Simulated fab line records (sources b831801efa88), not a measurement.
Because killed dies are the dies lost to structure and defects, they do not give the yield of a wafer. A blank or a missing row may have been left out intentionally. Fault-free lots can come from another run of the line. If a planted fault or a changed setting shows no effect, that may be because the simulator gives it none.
Comparing a struck lot with a sound one    flow sfq line    3 steps out of a route of 325
Sound: wafers L485.2, L485.3, L485.4. Wafers struck: L489.1, L489.2, L489.5. The cause comes at the end.
For every step that has rows: the tool of each side, followed by ch and its chambers, followed by its first start. Under that, the readings that differ: sound wafers    struck wafers    difference of the means    sigmas: that difference in standard deviations of wafers without a fault.
alike: readings with means less than 2 such deviations apart, plus words and numbers identical on both sides. not compared: withheld readings, readings lacking a value on some wafer, bounds such as >300 that could conceal the same value, and numbers that have no deviation in the record and whose values overlap.
The two part at a step that has a row with sigmas, a row that says differs or no value, or rows on one side only. Numbers that have no deviation but don't overlap get no sigmas and don't part them. A reading that every wafer of one side lacks parts them only if that side has two wafers or more.

SFQ_INCOMING_BOW_MEAS_900:
  sound on film metro-01 at day 2 16:01; struck on film metro-04 at day 3 12:00
  alike: INCOMING_BOW
SFQ_TRILAYER_INCOMING_OXIDATION_002: target thk 500 nm, ox time 4939 s.
  sound on furnace-02 ch 0, day 2 16:07; struck on furnace-02 ch 0, day 3 12:07
reading                                                    sound                 struck                difference  sigmas
spike tc bottom C (C)                                      1016.6 1016.8 1015.7  1000.7 999.2 998.2    -17.0       -14
spike tc centre C (C)                                      998.7 999.1 1001.3    981.6 983.9 982.8     -16.9       -15
spike tc lower C (C)                                       1003.0 1002.1 1001.1  985.1 986.6 985.0     -16.5       -15
spike tc top C (C)                                         1013.2 1013.6 1012.5  996.4 999.4 996.4     -15.7       -9
spike tc upper C (C)                                       999.9 1001.3 1001.5   984.4 983.5 983.9     -17.0       -15
tube center temp C (C)                                     999.99 999.98 1000    983.76 983.85 983.97  -16.13      -99 or more
tube_center_temp_C_max                                     1002.7 1002.9 1002.6  986.5 986.3 985.7     -16.6       -38
model.SiO2_of_TRILAYER_INCOMING_OXIDATION_002.thk nm (nm)  481.5 486.1 485.6     445 453.1 445.1       -37         
SFQ_TRILAYER_L0_DEP_SPUTTER_003: material MoNx KI, target thk 40 nm, time 100 s.
  sound on pvd sputter-04 at day 2 18:29; struck on pvd sputter-03 at day 3 14:29
  alike: throttle valve pct

== WHERE THEY PART ==
Within this record, at SFQ_TRILAYER_INCOMING_OXIDATION_002 only. Later steps at which nothing parts them and some readings are alike: SFQ_TRILAYER_L0_DEP_SPUTTER_003.

WHY: whatever the simulator had introduced
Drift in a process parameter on furnace-02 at SFQ_TRILAYER_INCOMING_OXIDATION_002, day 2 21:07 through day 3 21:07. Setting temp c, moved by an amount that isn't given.
